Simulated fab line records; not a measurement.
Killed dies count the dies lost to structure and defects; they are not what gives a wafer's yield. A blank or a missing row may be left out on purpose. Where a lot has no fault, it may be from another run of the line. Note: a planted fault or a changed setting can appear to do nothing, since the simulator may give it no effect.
Which tool is to blame?    flow gf180mcu    route of 602 steps, sampled at 1 step: 7 lots, 21 wafers

== WHAT THE GAUGES SHOWED, per wafer ==
GF_STI_THK_MEAS_30.
lot   measured     on             STI_OXIDATION_02_THK (nm)
L507  day 2 12:25  film-metro-04  10.28 10.14 10.22
L510  day 3 02:42  film-metro-01  10.39 10.46 10.42
L512  day 3 15:14  film-metro-04  9.78 9.87 9.80
L515  day 4 03:10  film-metro-04  10.26 10.14 10.09
L520  day 5 06:55  film-metro-02  10.10 10.19 10.23
L525  day 6 08:26  film-metro-04  9.92 9.93 9.92
L529  day 7 07:41  film-metro-04  9.96 9.87 9.83

== WHAT TOOL EACH LOT RAN ON (gives the tool, then ch and the chambers of the sampled wafers, and finally the start) ==
Record: no process step prior to these readings.

== THE ANSWER, worked out from the rows above alone ==
Rule: the usual values come from the lots themselves. The widest of any qualifying gaps counts: lots, ordered by their means at a reading, are off when they make up no more than a third of the lots, leave a main group of 4 or more, and stand apart from it by 3 or more times the standard deviation of that group's means. A main group whose means are all the same, to the digits that the tables above print for the reading, isn't used. Also off: a lot with no number at a reading for which 4 or more lots have one. All remaining lots with rows at the step are treated as sound.
No lot is off on any of the readings shown, so nothing can be concluded from this.

== WHAT THE SIMULATOR HAD PUT IN ==
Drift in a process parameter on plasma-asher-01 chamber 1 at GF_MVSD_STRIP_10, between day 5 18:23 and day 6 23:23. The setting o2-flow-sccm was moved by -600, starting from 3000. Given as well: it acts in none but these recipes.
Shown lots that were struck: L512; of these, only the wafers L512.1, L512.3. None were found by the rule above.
